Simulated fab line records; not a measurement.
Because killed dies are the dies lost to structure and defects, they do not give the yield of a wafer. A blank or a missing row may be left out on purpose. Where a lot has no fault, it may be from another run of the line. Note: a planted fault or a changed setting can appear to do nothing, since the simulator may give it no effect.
Which tool is to blame? | flow gf180mcu | Sampling: 12 lots, 36 wafers, 5 of 602 route steps

WHAT THE GAUGES SHOWED, per wafer
GF_M2_THK_MEAS_06: measures by xrf.
lot  | measured     | on            | M2_ALCU_THK (nm)
L406 | day 18 06:27 | film-metro-02 | 438 445 445
L408 | day 18 18:16 | film-metro-01 | 448 450 451
L409 | day 19 00:09 | film-metro-02 | 439 446 439
L410 | day 19 06:59 | film-metro-01 | 450 449 447
L413 | day 21 05:43 | film-metro-02 | 441 443 443
L414 | day 21 08:38 | film-metro-01 | 452 450 450
L422 | day 23 18:28 | film-metro-01 | 437 449 441
L423 | day 24 04:08 | film-metro-04 | 448 450 446
L426 | day 25 13:30 | film-metro-02 | 441 440 444
L428 | day 25 23:04 | film-metro-04 | 450 451 448
L427 | day 26 00:31 | film-metro-04 | 450 451 454
L429 | day 26 19:43 | film-metro-04 | 439 441 443

GF_M2_OVL_MEAS_15.
lot  | measured     | on         | M2_OVL (nm)
L406 | day 19 06:29 | overlay-02 | 6 5 8
L408 | day 19 18:28 | overlay-01 | -6 -1 -4
L409 | day 20 00:30 | overlay-01 | 6 -1 9
L410 | day 20 06:20 | overlay-01 | 3 15 9
L413 | day 22 04:48 | overlay-02 | 8 3 5
L414 | day 22 07:03 | overlay-02 | 9 7 9
L422 | day 24 15:58 | overlay-02 | 6 10 5
L423 | day 25 01:21 | overlay-02 | 3 0 -10
L426 | day 26 11:00 | overlay-01 | 4 3 9
L428 | day 26 19:31 | overlay-01 | 3 -3 4
L427 | day 26 21:03 | overlay-02 | 2 0 -3
L429 | day 27 15:58 | overlay-01 | 7 7 6

GF_V2_CD_MEAS_14 targets a cd of 260 nm.
lot  | measured     | on        | cd-nm (nm)
L406 | day 20 08:07 | cd-sem-02 | 258.8 258.6 259.8
L408 | day 20 19:56 | cd-sem-01 | 259.0 259.4 258.7
L409 | day 21 02:47 | cd-sem-01 | 259.4 259.4 258.8
L410 | day 21 07:28 | cd-sem-02 | 264.3 264.6 263.6
L413 | day 23 04:45 | cd-sem-02 | 259.6 257.7 260.0
L414 | day 23 07:31 | cd-sem-02 | 258.5 258.0 257.6
L422 | day 25 13:59 | cd-sem-01 | 241.2 241.4 241.1
L423 | day 26 00:31 | cd-sem-01 | 240.3 241.3 241.2
L426 | day 27 09:10 | cd-sem-01 | 258.4 259.0 259.0
L428 | day 27 17:04 | cd-sem-01 | 259.2 259.7 259.1
L427 | day 27 18:21 | cd-sem-01 | 258.3 259.6 258.6
L429 | day 28 14:07 | cd-sem-02 | 262.8 261.4 262.6

WHICH TOOL RAN EACH LOT (tool, then ch and the chambers of the sampled wafers, then the start)
lot  | GF_M2_SPUTTER_03             | GF_V2_EXPOSE_11
L406 | pvd-sputter-02, day 18 06:15 | krf-scanner-01 ch 0, day 19 20:13
L408 | pvd-sputter-03, day 18 18:05 | krf-scanner-01 ch 0, day 20 07:56
L409 | pvd-sputter-01, day 18 23:58 | krf-scanner-02 ch 0, day 20 14:48
L410 | pvd-sputter-01, day 19 06:40 | krf-scanner-01 ch 0, day 20 20:25
L413 | pvd-sputter-02, day 21 05:31 | krf-scanner-02 ch 0, day 22 18:22
L414 | pvd-sputter-03, day 21 08:27 | krf-scanner-01 ch 0, day 22 20:49
L422 | pvd-sputter-01, day 23 18:17 | krf-scanner-01 ch 0, day 25 03:54
L423 | pvd-sputter-02, day 24 03:58 | krf-scanner-01 ch 0, day 25 13:44
L426 | pvd-sputter-01, day 25 13:19 | krf-scanner-02 ch 0, day 26 23:17
L428 | pvd-sputter-03, day 25 22:52 | krf-scanner-02 ch 0, day 27 07:10
L427 | pvd-sputter-03, day 26 00:19 | krf-scanner-02 ch 0, day 27 08:30
L429 | pvd-sputter-02, day 26 19:32 | krf-scanner-02 ch 0, day 28 03:26
- GF_M2_SPUTTER_03: material Ti, target thk 10 nm, time 6.7 s.
- GF_V2_EXPOSE_11: exposes mask Via2, target cd 260 nm.

WHAT THE TOOLS THEMSELVES READ (means of the sampled wafers that have a number; where no wafer has one, the mark that the record gives instead)
GF_M2_SPUTTER_03.
lot  | tool           | throttle-valve-pct (%)
L406 | pvd-sputter-02 | 29.2
L408 | pvd-sputter-03 | 28.3
L409 | pvd-sputter-01 | 30.5
L410 | pvd-sputter-01 | 29.8
L413 | pvd-sputter-02 | 29.5
L414 | pvd-sputter-03 | 28.7
L422 | pvd-sputter-01 | 29.3
L423 | pvd-sputter-02 | 28.6
L426 | pvd-sputter-01 | 30.4
L428 | pvd-sputter-03 | 28.2
L427 | pvd-sputter-03 | 28.1
L429 | pvd-sputter-02 | 29.0

GF_V2_EXPOSE_11.
lot  | tool           | exposure-dose-mJ-cm2
L406 | krf-scanner-01 | 37.95
L408 | krf-scanner-01 | 37.97
L409 | krf-scanner-02 | 37.78
L410 | krf-scanner-01 | 37.97
L413 | krf-scanner-02 | 37.82
L414 | krf-scanner-01 | 38.00
L422 | krf-scanner-01 | 33.48
L423 | krf-scanner-01 | 33.47
L426 | krf-scanner-02 | 37.83
L428 | krf-scanner-02 | 37.77
L427 | krf-scanner-02 | 37.85
L429 | krf-scanner-02 | 37.76

THE ANSWER, worked out from the rows above alone
Rule: the lots themselves supply what counts as usual. Put in order of their means at a reading, lots are off if they are a third of the lots or fewer, leave a main group of 4 or more, and stand apart from it by a gap of 3 or more times the standard deviation of the main group's means; of several such gaps the widest counts. Not used: any main group whose means are identical at the precision the tables above print for the reading. A lot without any number at a reading at which 4 lots or more have one is off too. All remaining lots with rows at the step are treated as sound. Order of review: gauges by route order, followed by the tools' own readings, for which a lot's mean as printed above is used. The first step at which some lot is off is used, and at that step the reading that is off furthest; a lot without a number counts as furthest.
Off: L422, L423, at GF_V2_CD_MEAS_14 (cd-nm). Main group: mean 259.8 nm, sd 1.8.
A tool fits if, at a process step before that reading, it ran every lot that is off, and no sound lot after the first of them. Not tried: the gauges at GF_V2_CD_MEAS_14; whatever is off there is also off at GF_V2_EXPOSE_11, on other tools, and gauge error can't account for it. One candidate fits, namely krf-scanner-01 at GF_V2_EXPOSE_11. Its last sound lot is L414 (day 22 20:49), its first lot that is off L422 (day 25 03:54): a fault that began between those two fits.
On the lots that are off, the tool's own readings at GF_V2_EXPOSE_11 differ by more than 5 times the standard deviation of the sound lots' means, which bears it out; exposure-dose-mJ-cm2 reads 33.47 there versus 37.87 on the sound lots.

WHAT THE SIMULATOR PUT IN
Drift in process parameters on krf-scanner-01 at GF_V2_EXPOSE_11, starting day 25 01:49. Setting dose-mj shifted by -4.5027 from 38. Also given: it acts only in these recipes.
Shown lots that were struck: L422, L423. The rule above found the same.
